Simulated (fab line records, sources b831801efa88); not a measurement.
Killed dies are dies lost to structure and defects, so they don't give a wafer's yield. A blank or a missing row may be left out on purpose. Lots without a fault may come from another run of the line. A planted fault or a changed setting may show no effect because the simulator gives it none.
One fault seen from 2 desks | flow gf180mcu | each desk has only its own numbers; what lay behind them comes last

THE TOOL OWNER'S DESK: krf_scanner-02
The tool's own readings at GF_M4_EXPOSE_11 (exposes mask Metal4, target cd 280 nm): means of the sampled wafers that have a number, for each lot that ran on this tool. A lot is out of limits, marked OUT, if its mean lies more than 4 standard deviations from the usual mean; the brackets give that distance.
Columns: A = exposure_dose_mJ_cm2 at GF_M4_EXPOSE_11, usual 27.949
lot  | first seen here | A
L114 | day 23 16:02    | 27.993
L116 | day 24 09:39    | 27.967
L119 | day 25 16:57    | 27.952
L122 | day 26 16:22    | 27.955
L123 | day 26 17:11    | 27.925
L124 | day 27 09:50    | 27.918
L127 | day 28 00:32    | 27.931
L128 | day 28 09:29    | 27.965
This desk's finding: nothing out of limits on any of the 8 lots.

THE METROLOGY DESK
What the gauges read, lot by lot, whatever tool the lot ran on: means of the sampled wafers that have a number. A lot is out of limits, marked OUT, if its mean lies more than 4 standard deviations from the usual mean; the brackets give that distance.
Columns: A = V3_OVL at GF_V3_OVL_MEAS_15, usual -1 nm; B = cd_nm at GF_M4_CD_MEAS_14, usual 280.0 nm
lot  | first seen here | A  | B
L112 | day 22 08:56    | -6 | 279.9
L113 | day 22 15:24    | 6  | 280.5
L114 | day 23 03:22    | -2 | 278.7
L116 | day 23 21:08    | -1 | 280.6
L119 | day 25 04:37    | 0  | 279.0
L120 | day 25 11:06    | -4 | 278.9
L121 | day 25 16:55    | 3  | 280.5
L122 | day 26 04:30    | -0 | 279.3
L123 | day 26 05:05    | 2  | 280.1
L124 | day 26 22:45    | 0  | 280.7
L127 | day 27 13:10    | 0  | 272.8 (-6.6) OUT
L128 | day 27 22:27    | -6 | 276.4
This desk's finding: out of limits on L127; first on L127, day 28 10:13 (cd_nm at GF_M4_CD_MEAS_14). In limits: L112, L113, L114, L116, L119, L120, L121, L122, L123, L124, L128.

PUT TOGETHER
The metrology desk could have raised an alarm at day 28 10:13, on L127.
The tool owner's desk saw nothing out of limits.
The tool owner's desk has L127 on record, within its limits.
Of the lots named, all ran GF_M4_EXPOSE_11 on krf_scanner-02.

WHAT THE SIMULATOR HAD PUT IN
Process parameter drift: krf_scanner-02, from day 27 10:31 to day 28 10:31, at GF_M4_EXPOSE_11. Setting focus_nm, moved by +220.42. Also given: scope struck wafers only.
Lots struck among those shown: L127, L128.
Hours from the fault's start to each desk's first reading out of limits: the metrology desk, 24.
